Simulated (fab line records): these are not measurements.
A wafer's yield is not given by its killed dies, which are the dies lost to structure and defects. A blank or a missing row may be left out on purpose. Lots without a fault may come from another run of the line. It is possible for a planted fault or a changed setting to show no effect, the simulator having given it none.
2 desks, one fault | flow sky130 | only its own numbers are on each desk; what lay behind them is given at the end

## AT THE METROLOGY DESK
Lot by lot, what the gauges showed, no matter which tool ran the lot: averages of those sampled wafers that carry a number. The brackets show how far a lot's mean lies from the usual mean; more than 4 standard deviations puts the lot out of limits, marked OUT.
Columns: A = VIA4_BOW at SKY_VIA4_BOW_MEAS_03, usual 79 um
lot  | first seen here | A
L962 | day 41 11:11    | 80
L961 | day 41 12:55    | 87
L971 | day 44 11:58    | 79
L972 | day 45 01:22    | 76
L974 | day 45 13:21    | 83
L975 | day 45 16:43    | 74
L976 | day 45 17:56    | 83
L977 | day 46 07:20    | 83
L981 | day 47 02:07    | 80
L982 | day 47 04:03    | 87
L983 | day 47 04:59    | 69
L984 | day 47 11:39    | 71
This desk's verdict: no lot among the 12 shows anything out of limits.

## AT THE TOOL OWNER'S DESK: cmp-02
The tool's own readings at SKY_CONTACT_CMP_27 (polishes, stops on SiO2, t overpolish 15 s, target thk 0 nm): means of the sampled wafers that have a number, for each lot that ran on this tool. The brackets show how far a lot's mean lies from the usual mean; more than 4 standard deviations puts the lot out of limits, marked OUT.
Columns: A = head pressure psi at SKY_CONTACT_CMP_27, usual 3.499 psi; B = motor current A at SKY_CONTACT_CMP_27, usual 11.4 A; C = overpolish run s at SKY_CONTACT_CMP_27, usual 15.000 s; D = retaining ring pressure frac at SKY_CONTACT_CMP_27, usual 1.000; E = time to endpoint s at SKY_CONTACT_CMP_27, usual 83 s
lot  | first seen here | A     | B    | C      | D     | E
L962 | day 31 07:29    | 3.501 | 11.8 | 15.000 | 1.000 | 80
L961 | day 31 08:46    | 3.498 | 11.8 | 14.994 | 1.000 | 81
L971 | day 34 17:02    | 3.498 | 11.7 | 15.005 | 0.998 | 81
L972 | day 35 11:31    | 3.490 | 11.9 | 14.994 | 1.001 | 84
L981 | day 38 00:22    | 3.500 | 11.8 | 14.998 | 1.000 | 77
L983 | day 38 06:46    | 3.503 | 11.5 | 15.003 | 0.996 | 82
This desk's verdict: no lot among the 6 shows anything out of limits.

## PUT TOGETHER
Nothing out of limits was seen by the metrology desk.
The desk of the tool owner found nothing out of limits.

## WHAT THE SIMULATOR PUT IN
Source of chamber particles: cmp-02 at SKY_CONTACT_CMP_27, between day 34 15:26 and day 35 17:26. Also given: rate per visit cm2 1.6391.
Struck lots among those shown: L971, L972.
